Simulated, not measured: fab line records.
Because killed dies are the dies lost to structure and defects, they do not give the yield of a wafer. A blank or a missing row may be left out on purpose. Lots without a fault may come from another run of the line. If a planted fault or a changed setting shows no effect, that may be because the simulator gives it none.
Split-lot trial | flow gf180mcu | 23 wafers read across 5 lots, on a route 602 steps long

THE SPLIT ITSELF
At GF_STI_OXIDATION_01 (stabilise 600 s, purge 300 s, target thk 10 nm), the setting temp-c was moved away from the recipe's 900 C on 20 of the 23 wafers read, by -1.0% to +2.4%. For the rest of the wafers, this setting stayed at what the recipe calls for.

No step appears in the file between the split and the reading.

THE READING
Values of STI_OXIDATION_THK in nm from GF_STI_THK_MEAS_02. On this fab line, fault-free wafers typically give 10.08 nm with a standard deviation of 0.14 nm.

wafer  | tool, chamber at the split | temp-c as run, C | against the recipe | STI_OXIDATION_THK, nm | against lot-mates on the recipe
L074.2 | -, -                       | 910.5            | +1.2%              | 11.38                 | no lot-mate on the recipe
L074.3 | -, -                       | 910.5            | +1.2%              | 11.48                 | no lot-mate on the recipe
L074.4 | -, -                       | 910.5            | +1.2%              | 11.65                 | no lot-mate on the recipe
L074.5 | -, -                       | 910.5            | +1.2%              | 11.45                 | no lot-mate on the recipe
L074.6 | -, -                       | 910.5            | +1.2%              | 11.39                 | no lot-mate on the recipe
L078.1 | -, -                       | 890.8            | -1.0%              | 9.11                  | no lot-mate on the recipe
L078.2 | -, -                       | 890.8            | -1.0%              | 8.90                  | no lot-mate on the recipe
L078.4 | -, -                       | 890.8            | -1.0%              | 8.92                  | no lot-mate on the recipe
L078.5 | -, -                       | 890.8            | -1.0%              | 9.05                  | no lot-mate on the recipe
L078.6 | -, -                       | 890.8            | -1.0%              | 9.03                  | no lot-mate on the recipe
L082.2 | furnace-02, 0              | 900              | recipe             | 10.02                 | -
L082.3 | furnace-02, 0              | 900              | recipe             | 9.99                  | -
L082.4 | furnace-02, 0              | 900              | recipe             | 10.07                 | -
L084.1 | -, -                       | 921.5            | +2.4%              | 12.65                 | no lot-mate on the recipe
L084.2 | -, -                       | 921.5            | +2.4%              | 12.56                 | no lot-mate on the recipe
L084.3 | -, -                       | 921.5            | +2.4%              | 12.53                 | no lot-mate on the recipe
L084.4 | -, -                       | 921.5            | +2.4%              | 12.52                 | no lot-mate on the recipe
L084.6 | -, -                       | 921.5            | +2.4%              | 12.53                 | no lot-mate on the recipe
L085.1 | -, -                       | 916.3            | +1.8%              | 11.99                 | no lot-mate on the recipe
L085.3 | -, -                       | 916.3            | +1.8%              | 12.02                 | no lot-mate on the recipe
L085.4 | -, -                       | 916.3            | +1.8%              | 11.91                 | no lot-mate on the recipe
L085.5 | -, -                       | 916.3            | +1.8%              | 11.94                 | no lot-mate on the recipe
L085.6 | -, -                       | 916.3            | +1.8%              | 11.96                 | no lot-mate on the recipe

THE FIT
A straight line over all 23 wafers: STI_OXIDATION_THK changes by +1.05 nm for each +1% of temp-c; r = +1.00; the points scatter about the line by 0.11 nm.
Too few moved wafers with a lot-mate on the recipe to fit a line net of each lot's own level.

THE WHOLE CHAIN: every reading that the file lists as answering this split, in the file's order
step                | what it does                                   | reading                                                                          | change (the file's fit)              | r (the file's)
GF_STI_OXIDATION_01 | stabilise 600 s, purge 300 s, target thk 10 nm | SiO2_of_STI_OXIDATION_01.thk-nm (the simulator's own value, which no gauge read) | +1.05 nm for each +1% of the setting | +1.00
GF_STI_THK_MEAS_02  |                                                | STI_OXIDATION_THK                                                                | +1.05 for each +1% of the setting    | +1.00

FILE'S OWN FIT
STI_OXIDATION_THK changes by +1.05 nm for each +1% of temp-c, r = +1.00.
